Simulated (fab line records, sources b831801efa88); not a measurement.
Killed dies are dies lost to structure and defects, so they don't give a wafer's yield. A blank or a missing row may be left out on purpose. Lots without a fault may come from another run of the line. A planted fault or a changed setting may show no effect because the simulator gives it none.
Which tool did it? | flow sfq_line | 13 lots, 39 wafers sampled, at 2 steps of a route of 325

WHAT THE GAUGES READ, wafer by wafer
SFQ_I1_BOW_MEAS_912. Usual: I1_BOW 3 um, standard deviation 8.
lot  | measured     | on            | I1_BOW (um)    | flag
L709 | day 17 12:16 | film_metro-01 | 7 6 7          |
L710 | day 18 03:43 | film_metro-02 | 4 -2 3         |
L711 | day 26 12:06 | film_metro-02 | 2 10 -2        |
L712 | day 26 15:06 | film_metro-02 | 9 14 10        |
L713 | day 26 18:08 | film_metro-01 | 7 0 5          |
L714 | day 26 20:58 | film_metro-02 | -2 1 -5        |
L715 | day 27 03:06 | film_metro-04 | 0 15 2         |
L716 | day 27 08:55 | film_metro-04 | 2 -7 -4        |
L717 | day 27 18:48 | film_metro-02 | 2 2 -5         |
L718 | day 28 00:35 | film_metro-04 | 19 -3 -1       |
L719 | day 28 06:40 | film_metro-01 | 2 4 7          |
L726 | day 31 09:18 | film_metro-01 | -1 -9 -1 - - - |
L732 | day 33 12:13 | film_metro-02 | 0 -3 3         |

WHICH TOOL RAN EACH LOT (tool, then ch and the chambers of the sampled wafers, then the start)
lot  | SFQ_TRILAYER_I1_CMP_CMP_046
L709 | cmp-01 ch 0,2,3, day 17 10:12
L710 | cmp-01 ch 0,2,3, day 18 00:43
L711 | cmp-02 ch 0,1,3, day 26 10:06
L712 | cmp-02 ch 0,2,3, day 26 12:06
L713 | cmp-02 ch 1,2, day 26 15:06
L714 | cmp-01 ch 0,2,3, day 26 17:55
L715 | cmp-02 ch 1,2,3, day 27 01:06
L716 | cmp-01 ch 0,1, day 27 05:55
L717 | cmp-02 ch 0,2, day 27 15:47
L718 | cmp-01 ch 1,2,3, day 27 21:35
L719 | cmp-02 ch 0,1,3, day 28 04:10
L726 | cmp-02 ch 1,2,3, day 31 06:48
L732 | cmp-01 ch 0,1,2, day 33 09:43
- SFQ_TRILAYER_I1_CMP_CMP_046: polishes SiO2.

WHAT THE TOOLS THEMSELVES READ (means of the sampled wafers that have a number; where no wafer has one, the mark that the record gives instead)
SFQ_TRILAYER_I1_CMP_CMP_046. Usual: motor_current_A 10.2 A, standard deviation 1; time_to_endpoint_s 213 s, standard deviation 7.1.
lot  | tool   | motor_current_A (A) | time_to_endpoint_s (s) | flag
L709 | cmp-01 | 9.7                 | 220                    |
L710 | cmp-01 | 9.3                 | 216                    |
L711 | cmp-02 | 9.9                 | 207                    |
L712 | cmp-02 | 10.2                | 214                    |
L713 | cmp-02 | 11.2                | 203                    |
L714 | cmp-01 | 9.4                 | 218                    |
L715 | cmp-02 | 11.1                | 211                    |
L716 | cmp-01 | 9.5                 | 220                    |
L717 | cmp-02 | 9.8                 | 211                    |
L718 | cmp-01 | 9.1                 | 216                    |
L719 | cmp-02 | 10.2                | 220                    |
L726 | cmp-02 | 10.8                | 254                    | OFF
L732 | cmp-01 | 9.3                 | 216                    |

THE ANSWER, worked out from the rows above alone
Rule: a lot is off if the mean of its wafers that have a number lies more than 3 standard deviations from the usual mean. A lot without any number at a reading at which 4 lots or more have one is off too. The other lots that the step has rows for count as sound. The gauges are gone through in route order, then the tools' own readings, and for those a lot's mean is taken as printed above. The first step at which some lot is off is used, and at that step the reading that is off furthest; a lot without a number counts as furthest.
Off: L726, at SFQ_TRILAYER_I1_CMP_CMP_046 (time_to_endpoint_s).
A tool fits if, at that step or a process step before it, it ran every lot that is off, and no sound lot after the first of them. One fits: cmp-02 at SFQ_TRILAYER_I1_CMP_CMP_046. Its last sound lot is L719 (day 28 04:10), its first lot that is off L726 (day 31 06:48): a fault that began between those two fits.
The tool's own readings at SFQ_TRILAYER_I1_CMP_CMP_046 bear it out: on the lots that are off they differ by more than 5 times the standard deviation of the sound lots' means. time_to_endpoint_s reads 254 s there against 214 s on the sound lots.

WHAT THE SIMULATOR HAD PUT IN
Process parameter drift: cmp-02, from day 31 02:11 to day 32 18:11, at SFQ_TRILAYER_I1_CMP_CMP_046. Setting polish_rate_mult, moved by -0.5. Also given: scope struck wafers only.
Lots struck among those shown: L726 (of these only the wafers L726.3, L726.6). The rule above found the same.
